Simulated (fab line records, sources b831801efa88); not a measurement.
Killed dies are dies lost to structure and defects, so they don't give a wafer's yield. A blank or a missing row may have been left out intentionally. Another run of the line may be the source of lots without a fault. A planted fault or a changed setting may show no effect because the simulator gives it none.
Which tool was responsible? | flow sky130 | Sampling: 12 lots, 36 wafers, 3 of 708 route steps

WHAT THE GAUGES READ, wafer by wafer
SKY_VT_ADJUST_NCORE_OVL_MEAS_08. Usual: VT_ADJUST_NCORE_OVL gives -1.1 nm (standard deviation 1.5).
lot  | measured     | on         | VT_ADJUST_NCORE_OVL (nm) | flag
L837 | day 8 12:31  | overlay-02 | 0.8 -1.9 -1.5            | 
L838 | day 9 13:26  | overlay-02 | -0.4 -2.5 -1.7           | 
L839 | day 9 13:50  | overlay-02 | -2.7 -3.7 -2.7           | 
L840 | day 9 13:59  | overlay-01 | -1.2 -2.0 -0.3           | 
L842 | day 9 17:57  | overlay-02 | -0.7 -1.6 -1.5           | 
L841 | day 9 19:02  | overlay-01 | 1.7 -0.4 0.1             | 
L843 | day 10 02:02 | overlay-01 | -2.2 -0.9 -1.8           | 
L844 | day 10 17:41 | overlay-01 | -0.6 -0.2 0.4            | 
L853 | day 13 08:26 | overlay-02 | -1.3 -1.7 -1.2           | 
L856 | day 14 05:29 | overlay-02 | -0.5 -4.2 -0.6           | 
L859 | day 16 07:44 | overlay-02 | -1.8 -0.5 -1.1           | 
L860 | day 16 09:08 | overlay-01 | -0.5 -1.3 1.2            | 

SKY_VT_ADJUST_HVTR_TW_MEAS_11. Usual: VT_ADJUST_HVTR_TW gives 209.6 (standard deviation 0.96).
lot  | measured     | on           | VT_ADJUST_HVTR_TW | flag
L837 | day 9 10:28  | filmMetro-03 | 209.6 209.4 209.4 | 
L838 | day 10 12:38 | filmMetro-04 | 209.3 209.6 210.0 | 
L839 | day 10 13:10 | filmMetro-04 | 209.6 209.8 209.0 | 
L840 | day 10 13:16 | filmMetro-03 | 208.7 210.5 210.1 | 
L842 | day 10 16:30 | filmMetro-04 | 209.5 210.3 209.6 | 
L841 | day 10 18:04 | filmMetro-03 | 210.5 210.4 210.5 | 
L843 | day 11 01:20 | filmMetro-04 | 208.8 209.3 209.9 | 
L844 | day 11 18:31 | filmMetro-04 | 209.4 208.4 209.7 | 
L853 | day 14 10:46 | filmMetro-03 | 210.2 210.2 210.1 | 
L856 | day 15 09:40 | filmMetro-03 | 209.6 210.4 210.8 | 
L859 | day 17 12:55 | filmMetro-04 | 209.2 209.7 209.2 | 
L860 | day 17 13:52 | filmMetro-04 | 209.7 208.9 209.2 | 

EACH LOT AND THE TOOL THAT RAN IT (in order: tool; ch and the chambers of the sampled wafers; start)
lot  | SKY_VT_ADJUST_NCORE_STRIP_10
L837 | plasmaAsher-02 ch 0,1, day 8 12:42
L838 | plasmaAsher-02 ch 0,1, day 9 13:37
L839 | plasmaAsher-02 ch 0,1, day 9 14:02
L840 | plasmaAsher-04 ch 0,1, day 9 14:10
L842 | plasmaAsher-04 ch 0,1, day 9 18:10
L841 | plasmaAsher-01 ch 0,1, day 9 19:13
L843 | plasmaAsher-04 ch 0,1, day 10 02:15
L844 | plasmaAsher-02 ch 0,1, day 10 17:52
L853 | plasmaAsher-01 ch 0,1, day 13 08:37
L856 | plasmaAsher-02 ch 0,1, day 14 05:40
L859 | plasmaAsher-01 ch 0,1, day 16 07:56
L860 | plasmaAsher-02 ch 0,1, day 16 09:19
- SKY_VT_ADJUST_NCORE_STRIP_10: strips in O2/N2.

WHAT THE TOOLS THEMSELVES READ (means of the sampled wafers that have a number; where no wafer has one, the mark that the record gives instead)
SKY_VT_ADJUST_NCORE_STRIP_10. Usual: drypumpMotorCurrentA 5.6 A, standard deviation 0.49; oesProductAu 0.716 a.u., standard deviation 0.0044; stripTimeToEndpointS 14.17 s, standard deviation 0.046.
lot  | tool           | drypumpMotorCurrentA (A) | oesProductAu (a.u.) | stripTimeToEndpointS (s) | flag
L837 | plasmaAsher-02 | 5.4                      | 0.714               | 14.10                    | 
L838 | plasmaAsher-02 | 5.4                      | 0.718               | 14.17                    | 
L839 | plasmaAsher-02 | 5.1                      | 0.716               | 14.14                    | 
L840 | plasmaAsher-04 | 6.3                      | 0.712               | 14.17                    | 
L842 | plasmaAsher-04 | 6.1                      | 0.713               | 14.20                    | 
L841 | plasmaAsher-01 | 5.6                      | 0.718               | 14.12                    | 
L843 | plasmaAsher-04 | 6.2                      | 0.716               | 14.18                    | 
L844 | plasmaAsher-02 | 5.4                      | 0.713               | 14.14                    | 
L853 | plasmaAsher-01 | 5.8                      | 0.719               | 14.21                    | 
L856 | plasmaAsher-02 | 5.4                      | 0.718               | 14.18                    | 
L859 | plasmaAsher-01 | 5.7                      | 0.714               | 14.18                    | 
L860 | plasmaAsher-02 | 5.4                      | 0.715               | 14.18                    | 

THE ANSWER, worked out from the rows above alone
Rule: take the mean of a lot's wafers that have a number; if it is more than 3 standard deviations from the usual mean, the lot is off. A lot without any number at a reading at which 4 lots or more have one is off too. Any other lot the step has rows for is counted as sound. First the gauges in route order, then the tools' own readings, where a lot's mean is used as printed above. At the first step where some lot is off, the reading lying furthest off is the one used; lots without a number count as furthest.
No lot is off at any reading shown: from this, nothing can be told.

WHAT HAD BEEN PUT IN BY THE SIMULATOR
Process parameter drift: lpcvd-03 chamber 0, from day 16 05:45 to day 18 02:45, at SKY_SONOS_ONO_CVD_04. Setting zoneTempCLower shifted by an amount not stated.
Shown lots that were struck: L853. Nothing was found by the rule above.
